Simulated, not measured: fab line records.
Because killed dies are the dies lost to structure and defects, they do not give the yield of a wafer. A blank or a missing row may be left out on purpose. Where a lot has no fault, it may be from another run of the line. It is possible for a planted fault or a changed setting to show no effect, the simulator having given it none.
Which tool was responsible? :: flow gf180mcu :: 42 wafers from 14 lots sampled at 6 of the route's 602 steps

== WHAT EACH GAUGE READ, for each wafer ==
GF_V2_THK_MEAS_03. Usual: V2_CVD_02_THK gives 850 nm (standard deviation 12).
lot: L558
measured: day 19 07:34
on: film metro-01
V2_CVD_02_THK (nm): 836 845 845
flag: 

lot: L559
measured: day 19 17:15
on: film metro-01
V2_CVD_02_THK (nm): 844 857 853
flag: 

lot: L560
measured: day 19 23:53
on: film metro-01
V2_CVD_02_THK (nm): 848 837 856
flag: 

lot: L561
measured: day 20 16:37
on: film metro-04
V2_CVD_02_THK (nm): 835 844 848
flag: 

lot: L562
measured: day 20 22:01
on: film metro-01
V2_CVD_02_THK (nm): 831 836 845
flag: 

lot: L564
measured: day 21 16:19
on: film metro-04
V2_CVD_02_THK (nm): 840 851 859
flag: 

lot: L565
measured: day 22 00:01
on: film metro-02
V2_CVD_02_THK (nm): 826 830 857
flag: 

lot: L566
measured: day 22 07:17
on: film metro-04
V2_CVD_02_THK (nm): 855 856 868
flag: 

lot: L569
measured: day 23 16:50
on: film metro-02
V2_CVD_02_THK (nm): 841 859 844
flag: 

lot: L570
measured: day 23 18:10
on: film metro-02
V2_CVD_02_THK (nm): 853 873 859
flag: 

lot: L571
measured: day 24 01:33
on: film metro-02
V2_CVD_02_THK (nm): 323 853 319
flag: OFF

lot: L572
measured: day 24 06:29
on: film metro-02
V2_CVD_02_THK (nm): 848 847 343
flag: OFF

lot: L580
measured: day 26 20:03
on: film metro-04
V2_CVD_02_THK (nm): 854 839 850
flag: 

lot: L581
measured: day 27 02:58
on: film metro-01
V2_CVD_02_THK (nm): 839 839 842
flag: 

GF_V2_BOW_MEAS_05. Usual: V2_BOW gives 102 um (standard deviation 7.9).
lot: L558
measured: day 19 07:56
on: film metro-01
V2_BOW (um): 106 100 111
flag: 

lot: L559
measured: day 19 17:37
on: film metro-02
V2_BOW (um): 91 104 103
flag: 

lot: L560
measured: day 20 00:14
on: film metro-01
V2_BOW (um): 100 109 99
flag: 

lot: L561
measured: day 20 16:59
on: film metro-02
V2_BOW (um): 110 113 103
flag: 

lot: L562
measured: day 20 22:23
on: film metro-02
V2_BOW (um): 111 106 112
flag: 

lot: L564
measured: day 21 16:40
on: film metro-04
V2_BOW (um): 97 92 103
flag: 

lot: L565
measured: day 22 00:23
on: film metro-01
V2_BOW (um): 101 99 102
flag: 

lot: L566
measured: day 22 07:39
on: film metro-01
V2_BOW (um): 104 93 91
flag: 

lot: L569
measured: day 23 17:12
on: film metro-01
V2_BOW (um): 111 105 109
flag: 

lot: L570
measured: day 23 18:32
on: film metro-01
V2_BOW (um): 96 96 104
flag: 

lot: L571
measured: day 24 01:55
on: film metro-04
V2_BOW (um): 83 102 86
flag: 

lot: L572
measured: day 24 06:51
on: film metro-04
V2_BOW (um): 106 101 93
flag: 

lot: L580
measured: day 26 20:32
on: film metro-01
V2_BOW (um): 106 94 91
flag: 

lot: L581
measured: day 27 03:19
on: film metro-02
V2_BOW (um): 91 105 96
flag: 

== WHAT TOOL EACH LOT RAN ON (gives the tool, then ch and the chambers of the sampled wafers, and finally the start) ==
lot: L558
GF_M2_SPUTTER_00: pvd sputter-03, day 18 06:10
GF_M2_METAL_ETCH_16: rie metal-02 ch 0,1, day 19 06:40
GF_V2_CVD_02: pecvd-03 ch 0,1, day 19 07:28
GF_V2_CMP_04: cmp-02 ch 0,1,2, day 19 07:38

lot: L559
GF_M2_SPUTTER_00: pvd sputter-04, day 18 16:00
GF_M2_METAL_ETCH_16: rie metal-04 ch 0,1, day 19 16:21
GF_V2_CVD_02: pecvd-04 ch 0,2, day 19 17:11
GF_V2_CMP_04: cmp-01 ch 1,2, day 19 17:22

lot: L560
GF_M2_SPUTTER_00: pvd sputter-03, day 18 22:13
GF_M2_METAL_ETCH_16: rie metal-01 ch 0,1, day 19 23:01
GF_V2_CVD_02: pecvd-01 ch 0,2, day 19 23:49
GF_V2_CMP_04: cmp-01 ch 1,3, day 19 23:56

lot: L561
GF_M2_SPUTTER_00: pvd sputter-02, day 19 14:55
GF_M2_METAL_ETCH_16: rie metal-02 ch 0,1, day 20 15:45
GF_V2_CVD_02: pecvd-04 ch 0,1, day 20 16:32
GF_V2_CMP_04: cmp-02 ch 0,1,3, day 20 16:40

lot: L562
GF_M2_SPUTTER_00: pvd sputter-04, day 19 19:46
GF_M2_METAL_ETCH_16: rie metal-02 ch 0,1, day 20 21:09
GF_V2_CVD_02: pecvd-03 ch 0,1,2, day 20 21:57
GF_V2_CMP_04: cmp-02 ch 2,3, day 20 22:08

lot: L564
GF_M2_SPUTTER_00: pvd sputter-04, day 20 15:26
GF_M2_METAL_ETCH_16: rie metal-02 ch 0,1, day 21 15:24
GF_V2_CVD_02: pecvd-04 ch 0,2, day 21 16:14
GF_V2_CMP_04: cmp-01 ch 0,3, day 21 16:25

lot: L565
GF_M2_SPUTTER_00: pvd sputter-03, day 20 23:18
GF_M2_METAL_ETCH_16: rie metal-01 ch 0,1, day 21 22:58
GF_V2_CVD_02: pecvd-03 ch 0,1,2, day 21 23:56
GF_V2_CMP_04: cmp-02 ch 0,1,2, day 22 00:04

lot: L566
GF_M2_SPUTTER_00: pvd sputter-03, day 21 06:30
GF_M2_METAL_ETCH_16: rie metal-04 ch 0,1, day 22 06:24
GF_V2_CVD_02: pecvd-04 ch 0,1, day 22 07:13
GF_V2_CMP_04: cmp-01 ch 0,1,3, day 22 07:21

lot: L569
GF_M2_SPUTTER_00: pvd sputter-02, day 22 16:43
GF_M2_METAL_ETCH_16: rie metal-02 ch 1, day 23 15:51
GF_V2_CVD_02: pecvd-03 ch 1,2, day 23 16:46
GF_V2_CMP_04: cmp-02 ch 1,2, day 23 16:57

lot: L570
GF_M2_SPUTTER_00: pvd sputter-03, day 22 18:01
GF_M2_METAL_ETCH_16: rie metal-01 ch 1, day 23 17:13
GF_V2_CVD_02: pecvd-04 ch 0,1, day 23 18:05
GF_V2_CMP_04: cmp-02 ch 1,2, day 23 18:13

lot: L571
GF_M2_SPUTTER_00: pvd sputter-03, day 23 02:04
GF_M2_METAL_ETCH_16: rie metal-01 ch 1, day 24 00:35
GF_V2_CVD_02: pecvd-04 ch 0,2, day 24 01:28
GF_V2_CMP_04: cmp-02 ch 0,1, day 24 01:36

lot: L572
GF_M2_SPUTTER_00: pvd sputter-03, day 23 07:01
GF_M2_METAL_ETCH_16: rie metal-01 ch 1, day 24 05:30
GF_V2_CVD_02: pecvd-04 ch 0,1,2, day 24 06:25
GF_V2_CMP_04: cmp-02 ch 2,3, day 24 06:36

lot: L580
GF_M2_SPUTTER_00: pvd sputter-02, day 25 22:50
GF_M2_METAL_ETCH_16: rie metal-01 ch 0,1, day 26 19:09
GF_V2_CVD_02: pecvd-01 ch 0,2, day 26 19:59
GF_V2_CMP_04: cmp-01 ch 0,1,2, day 26 20:17

lot: L581
GF_M2_SPUTTER_00: pvd sputter-03, day 26 05:22
GF_M2_METAL_ETCH_16: rie metal-04 ch 0,1, day 27 02:06
GF_V2_CVD_02: pecvd-03 ch 1,2, day 27 02:53
GF_V2_CMP_04: cmp-02 ch 0,1,2, day 27 03:01
- GF_M2_SPUTTER_00: material Ti, target thk 37.5 nm, time 150 s.
- GF_M2_METAL_ETCH_16: etches the open film in Cl2/BCl3, stops on SiO2, target depth 750.8 nm, time 125.1 s.
- GF_V2_CVD_02: deposits SiO2 from TEOS, target thk 850 nm, time 94.851 s.
- GF_V2_CMP_04: polishes SiO2.

== AS READ BY THE TOOLS THEMSELVES (means over the sampled wafers that have a number; for cases with no such wafer, the mark the record gives instead) ==
GF_M2_SPUTTER_00. Usual: chamber pressure pa 2.000 Pa, standard deviation 0.004; throttle valve pct 30.3 %, standard deviation 1.6.
lot: L558
tool: pvd sputter-03
chamber pressure pa (Pa): 2.002
throttle valve pct (%): 31.6
flag: 

lot: L559
tool: pvd sputter-04
chamber pressure pa (Pa): 1.998
throttle valve pct (%): 30.9
flag: 

lot: L560
tool: pvd sputter-03
chamber pressure pa (Pa): 2.000
throttle valve pct (%): 31.0
flag: 

lot: L561
tool: pvd sputter-02
chamber pressure pa (Pa): 1.997
throttle valve pct (%): 29.6
flag: 

lot: L562
tool: pvd sputter-04
chamber pressure pa (Pa): 2.005
throttle valve pct (%): 31.7
flag: 

lot: L564
tool: pvd sputter-04
chamber pressure pa (Pa): 1.997
throttle valve pct (%): 29.5
flag: 

lot: L565
tool: pvd sputter-03
chamber pressure pa (Pa): 2.007
throttle valve pct (%): 31.0
flag: 

lot: L566
tool: pvd sputter-03
chamber pressure pa (Pa): 2.004
throttle valve pct (%): 30.6
flag: 

lot: L569
tool: pvd sputter-02
chamber pressure pa (Pa): 2.001
throttle valve pct (%): 29.5
flag: 

lot: L570
tool: pvd sputter-03
chamber pressure pa (Pa): 2.001
throttle valve pct (%): 30.2
flag: 

lot: L571
tool: pvd sputter-03
chamber pressure pa (Pa): 1.998
throttle valve pct (%): 30.1
flag: 

lot: L572
tool: pvd sputter-03
chamber pressure pa (Pa): 1.996
throttle valve pct (%): 31.7
flag: 

lot: L580
tool: pvd sputter-02
chamber pressure pa (Pa): 2.001
throttle valve pct (%): 29.6
flag: 

lot: L581
tool: pvd sputter-03
chamber pressure pa (Pa): 2.000
throttle valve pct (%): 30.8
flag: 

GF_M2_METAL_ETCH_16. Usual: bias w 142.4 W, standard deviation 0.42; drypump motor current A 6.0 A, standard deviation 0.39; oes product au 0.995 a.u., standard deviation 0.0048; throttle valve pct 28.225 %, standard deviation 0.011.
lot: L558
tool: rie metal-02
bias w (W): 142.3
drypump motor current A (A): 6.1
oes product au (a.u.): 0.993
throttle valve pct (%): 28.228
flag: 

lot: L559
tool: rie metal-04
bias w (W): 142.1
drypump motor current A (A): 6.4
oes product au (a.u.): 0.991
throttle valve pct (%): 28.229
flag: 

lot: L560
tool: rie metal-01
bias w (W): 142.4
drypump motor current A (A): 5.7
oes product au (a.u.): 0.994
throttle valve pct (%): 28.226
flag: 

lot: L561
tool: rie metal-02
bias w (W): 142.4
drypump motor current A (A): 6.4
oes product au (a.u.): 0.994
throttle valve pct (%): 28.239
flag: 

lot: L562
tool: rie metal-02
bias w (W): 141.9
drypump motor current A (A): 6.3
oes product au (a.u.): 0.994
throttle valve pct (%): 28.223
flag: 

lot: L564
tool: rie metal-02
bias w (W): 142.4
drypump motor current A (A): 6.4
oes product au (a.u.): 0.997
throttle valve pct (%): 28.224
flag: 

lot: L565
tool: rie metal-01
bias w (W): 142.5
drypump motor current A (A): 5.7
oes product au (a.u.): 0.989
throttle valve pct (%): 28.226
flag: 

lot: L566
tool: rie metal-04
bias w (W): 142.1
drypump motor current A (A): 6.3
oes product au (a.u.): 0.993
throttle valve pct (%): 28.228
flag: 

lot: L569
tool: rie metal-02
bias w (W): 142.4
drypump motor current A (A): 6.6
oes product au (a.u.): 0.994
throttle valve pct (%): 28.229
flag: 

lot: L570
tool: rie metal-01
bias w (W): 142.5
drypump motor current A (A): 5.6
oes product au (a.u.): 0.997
throttle valve pct (%): 28.220
flag: 

lot: L571
tool: rie metal-01
bias w (W): 142.6
drypump motor current A (A): 5.6
oes product au (a.u.): 0.997
throttle valve pct (%): 28.212
flag: 

lot: L572
tool: rie metal-01
bias w (W): 142.4
drypump motor current A (A): 5.6
oes product au (a.u.): 0.999
throttle valve pct (%): 28.217
flag: 

lot: L580
tool: rie metal-01
bias w (W): 142.0
drypump motor current A (A): 5.7
oes product au (a.u.): 0.991
throttle valve pct (%): 28.216
flag: 

lot: L581
tool: rie metal-04
bias w (W): 142.6
drypump motor current A (A): 6.3
oes product au (a.u.): 0.993
throttle valve pct (%): 28.217
flag: 

GF_V2_CVD_02. Usual: heater power w at 626 W, with a standard deviation of 90.
lot: L558
tool: pecvd-03
heater power w (W): 775
flag: 

lot: L559
tool: pecvd-04
heater power w (W): 594
flag: 

lot: L560
tool: pecvd-01
heater power w (W): 548
flag: 

lot: L561
tool: pecvd-04
heater power w (W): 579
flag: 

lot: L562
tool: pecvd-03
heater power w (W): 699
flag: 

lot: L564
tool: pecvd-04
heater power w (W): 564
flag: 

lot: L565
tool: pecvd-03
heater power w (W): 626
flag: 

lot: L566
tool: pecvd-04
heater power w (W): 625
flag: 

lot: L569
tool: pecvd-03
heater power w (W): 627
flag: 

lot: L570
tool: pecvd-04
heater power w (W): 604
flag: 

lot: L571
tool: pecvd-04
heater power w (W): 609
flag: 

lot: L572
tool: pecvd-04
heater power w (W): 583
flag: 

lot: L580
tool: pecvd-01
heater power w (W): 596
flag: 

lot: L581
tool: pecvd-03
heater power w (W): 569
flag: 

GF_V2_CMP_04. Usual: motor current A 12.4 A, standard deviation 2; time to endpoint s 79 s, standard deviation 6.7.
lot: L558
tool: cmp-02
motor current A (A): 13.6
time to endpoint s (s): 79
flag: 

lot: L559
tool: cmp-01
motor current A (A): 11.8
time to endpoint s (s): 76
flag: 

lot: L560
tool: cmp-01
motor current A (A): 11.0
time to endpoint s (s): 74
flag: 

lot: L561
tool: cmp-02
motor current A (A): 12.9
time to endpoint s (s): 77
flag: 

lot: L562
tool: cmp-02
motor current A (A): 12.2
time to endpoint s (s): 77
flag: 

lot: L564
tool: cmp-01
motor current A (A): 10.4
time to endpoint s (s): 82
flag: 

lot: L565
tool: cmp-02
motor current A (A): 13.8
time to endpoint s (s): 79
flag: 

lot: L566
tool: cmp-01
motor current A (A): 10.5
time to endpoint s (s): 85
flag: 

lot: L569
tool: cmp-02
motor current A (A): 14.0
time to endpoint s (s): 79
flag: 

lot: L570
tool: cmp-02
motor current A (A): 13.7
time to endpoint s (s): 88
flag: 

lot: L571
tool: cmp-02
motor current A (A): 13.6
time to endpoint s (s): 33
flag: OFF

lot: L572
tool: cmp-02
motor current A (A): 12.0
time to endpoint s (s): 62
flag: 

lot: L580
tool: cmp-01
motor current A (A): 10.7
time to endpoint s (s): 81
flag: 

lot: L581
tool: cmp-02
motor current A (A): 13.6
time to endpoint s (s): 71
flag: 

== THE ANSWER, worked out from the rows above alone ==
Rule: a lot counts as off when the mean over its wafers that have a number is more than 3 standard deviations away from the usual mean. Also off: a lot with no number at a reading for which 4 or more lots have one. All remaining lots with rows at the step are treated as sound. The gauges are gone through in route order, then the tools' own readings, and for those a lot's mean is taken as printed above. The first step at which some lot is off is used, and at that step the reading that is off furthest; a lot without a number counts as furthest.
Off: at GF_V2_THK_MEAS_03 (V2_CVD_02_THK), L571, L572.
If a tool, at a process step before that reading, ran all the lots that are off and no sound lot after the first of them, it fits. The gauges at GF_V2_THK_MEAS_03 are tried like those tools. Undecided on this evidence; 2 tools fit (pecvd-04 at GF_V2_CVD_02, film metro-02 at GF_V2_THK_MEAS_03).

== WHAT THE SIMULATOR HAD PUT IN ==
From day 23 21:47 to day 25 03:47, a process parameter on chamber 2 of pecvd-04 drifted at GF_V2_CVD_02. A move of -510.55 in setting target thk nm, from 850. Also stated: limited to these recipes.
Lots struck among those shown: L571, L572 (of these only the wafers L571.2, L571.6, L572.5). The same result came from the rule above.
